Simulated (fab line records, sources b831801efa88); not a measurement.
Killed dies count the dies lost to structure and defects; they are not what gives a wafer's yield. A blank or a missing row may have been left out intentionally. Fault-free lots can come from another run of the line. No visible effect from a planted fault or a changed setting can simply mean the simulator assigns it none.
Matching of chambers + flow gf180mcu + 4 sister chambers for GF_CONTACT_CMP_27 on cmp-01
The step polishes, stops on SiO2, t overpolish 15 s, target thk 0 nm. 8 wafers are shown with their chamber, then 7 later ones without.

WAFERS, EACH WITH ITS CHAMBER
| wafer  | chamber | motor_current_A (A) | time_to_endpoint_s (s) |
|--------|---------|---------------------|------------------------|
| L278.1 | 2       | 10.2                | 77                     |
| L278.6 | 1       | 11.0                | 69                     |
| L284.3 | 0       | 10.4                | 71                     |
| L284.6 | 2       | 9.9                 | 70                     |
| L285.1 | 1       | 11.2                | 66                     |
| L285.5 | 3       | 9.6                 | 68                     |
| L291.3 | 0       | 10.3                | 71                     |
| L291.4 | 3       | 9.8                 | 68                     |

WAFERS WHOSE CHAMBER IS MISSING
| wafer  | motor_current_A (A) | time_to_endpoint_s (s) |
|--------|---------------------|------------------------|
| L291.6 | 10.1                | 67                     |
| L293.1 | 10.4                | 72                     |
| L293.3 | 10.2                | 69                     |
| L293.5 | 11.8                | 68                     |
| L297.3 | 10.5                | 70                     |
| L297.4 | 11.2                | 67                     |
| L297.5 | 9.5                 | 70                     |

EACH ONE'S CHAMBER
| wafer  | from the rows above          | in truth                   |
|--------|------------------------------|----------------------------|
| L291.6 | can't be placed: 0 or 2 or 3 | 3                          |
| L293.1 | can't be placed: 0 or 2      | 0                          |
| L293.3 | can't be placed: 0 or 2      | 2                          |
| L293.5 | 1                            | 1                          |
| L297.3 | 0                            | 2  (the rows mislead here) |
| L297.4 | 1                            | 1                          |
| L297.5 | 3                            | 3                          |
Correctly placed: 3 of 7. These rows do not allow placing 3 (true chamber among the candidates in 3). 1 placed wrongly.
How it was worked out, from the rows above alone: a wafer's distance from a chamber is the root of the sum, over the readings, of the square of ((its reading less the chamber's mean) divided by the reading's scatter). The wafer belongs to the nearest chamber; if the next one is less than 2 further off, it can't be placed. Each chamber's mean is taken over the wafers shown for it. The scatter is the square root of a quotient: the sum, over the shown wafers, of each reading's squared deviation from its chamber's mean, divided by wafers minus chambers.
